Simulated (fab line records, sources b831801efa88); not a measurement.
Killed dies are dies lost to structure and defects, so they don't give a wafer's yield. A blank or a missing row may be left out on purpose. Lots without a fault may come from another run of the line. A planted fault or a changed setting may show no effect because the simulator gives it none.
A struck lot beside a sound one | flow sky130 | 20 steps out of a route of 708
Sound: wafers L291.2, L291.3, L291.4. Struck: wafers L298.1, L298.3, L298.5. The cause comes at the end.
At each step with rows: each side's tool, then ch and its chambers, then its first start. Under that, the readings that differ: sound wafers | struck wafers | difference of the means | sigmas: that difference in standard deviations of wafers without a fault.
alike: readings whose means differ by less than 2 such deviations, and words and numbers that are the same on both sides. not compared: withheld readings, readings that some wafer has no value for, bounds like >300 that may hide the same value, and numbers for which the record gives no deviation and whose values overlap.
The two part at a step that has a row with sigmas, a row that says differs or no value, or rows on one side only. Numbers that don't overlap but have no deviation are shown without sigmas and don't part them. A reading that every wafer of one side lacks parts them only if that side has two wafers or more.

first, 1 step without rows for these wafers: SKY_SONOS_ONO_DEVELOP_12 (develop time 60 s).
SKY_SONOS_ONO_CD_MEAS_13: target cd 410 nm.
  sound on cd_sem-01, day 13 02:03; struck on cd_sem-01, day 15 19:29
  alike: cd_nm
SKY_SONOS_ONO_OVL_MEAS_14:
  sound on overlay-02, day 13 02:09; struck on overlay-02, day 15 19:37
  reading            | sound       | struck        | difference | sigmas
  SONOS_ONO_OVL (nm) | 1.3 3.6 2.5 | 0.5 -2.3 -0.6 | -3.3       | -3
SKY_SONOS_ONO_ETCH_15: etches the open film in CHF3/O2, target depth 19.52 nm, time 7.8 s.
  sound on rie_diel-02 ch 0,1,2, day 13 02:11; struck on rie_diel-02 ch 1,3, day 15 19:39
  alike: drypump_motor_current_A, oes_product_au, rf_fwd_power_W, throttle_valve_pct
  not compared: rf_hours_counter_h
then, 1 step without rows for these wafers: SKY_SONOS_ONO_WET_ETCH_16 (etches SiO2 in dHF, target depth 14 nm, time 280 s).
SKY_SONOS_ONO_STRIP_17: strips in O2/N2.
  sound on plasma_asher-02 ch 0,1, day 13 02:17; struck on plasma_asher-01 ch 1, day 15 19:45
  alike: drypump_motor_current_A, n2_flow_sccm, oes_product_au, strip_time_to_endpoint_s
  not compared: rf_hours_counter_h
then, 3 steps without rows for these wafers: SKY_SONOS_ONO_WET_ETCH_18 (etches Si3N4 in H3PO4, target depth 15 nm, time 172 s); SKY_GATE_OXIDE_CLEAN_00 (cleans in SC1/SC2, time 150 s); SKY_GATE_OXIDE_OXIDATION_01 (stabilise 600 s, purge 300 s, target thk 10.268 nm).
SKY_GATE_OXIDE_THK_MEAS_02:
  sound on film_metro-04, day 13 05:14; struck on film_metro-04, day 15 22:22
  alike: GATE_OXIDE_OXIDATION_00_THK
then, 2 steps without rows for these wafers: SKY_GATE_OXIDE_DEHYDRATE_03 (time 60 s); SKY_GATE_OXIDE_HMDS_04 (prime time 60 s).
SKY_GATE_OXIDE_COAT_05: resist thk 1140 nm.
  sound on litho_track-04 ch 0, day 13 17:50; struck on litho_track-03, day 16 11:56
  no value came back on the struck wafers for chill_plate_temp_C (C), dispense_pressure_kPa (kPa), spin_speed_rpm (rpm); on the sound wafers chill_plate_temp_C (C) reads 23.02 22.94 22.92
then, 4 steps without rows for these wafers: SKY_GATE_OXIDE_SOFTBAKE_06 (time 60 s); SKY_GATE_OXIDE_EXPOSE_07 (exposes mask LVOM, target cd 600 nm); SKY_GATE_OXIDE_PEB_08; SKY_GATE_OXIDE_DEVELOP_09 (develop time 60 s).
SKY_GATE_OXIDE_OVL_MEAS_10:
  sound on overlay-02, day 14 07:01; struck on overlay-02, day 17 02:49
  reading             | sound          | struck | difference                    | sigmas
  GATE_OXIDE_OVL (nm) | -0.9 -0.5 -1.2 | - - -  | no value on the struck wafers |
then, 1 step without rows for these wafers: SKY_GATE_OXIDE_IMPLANT_11.
-- the record jumps here: 31 days lie between the struck wafers' starts before and after (it left off in module GATE_OXIDE and takes up again in module PAD_OPEN, whose first step shown is number 708 of the route) --
SKY_PAD_OPEN_PROBE_99:
  the record has rows for the struck wafers here (prober-02, day 48 03:25) and none for the sound ones

WHERE THEY PART
First at SKY_SONOS_ONO_OVL_MEAS_14; last, within this record, at SKY_PAD_OPEN_PROBE_99.

WHY: what the simulator had put in
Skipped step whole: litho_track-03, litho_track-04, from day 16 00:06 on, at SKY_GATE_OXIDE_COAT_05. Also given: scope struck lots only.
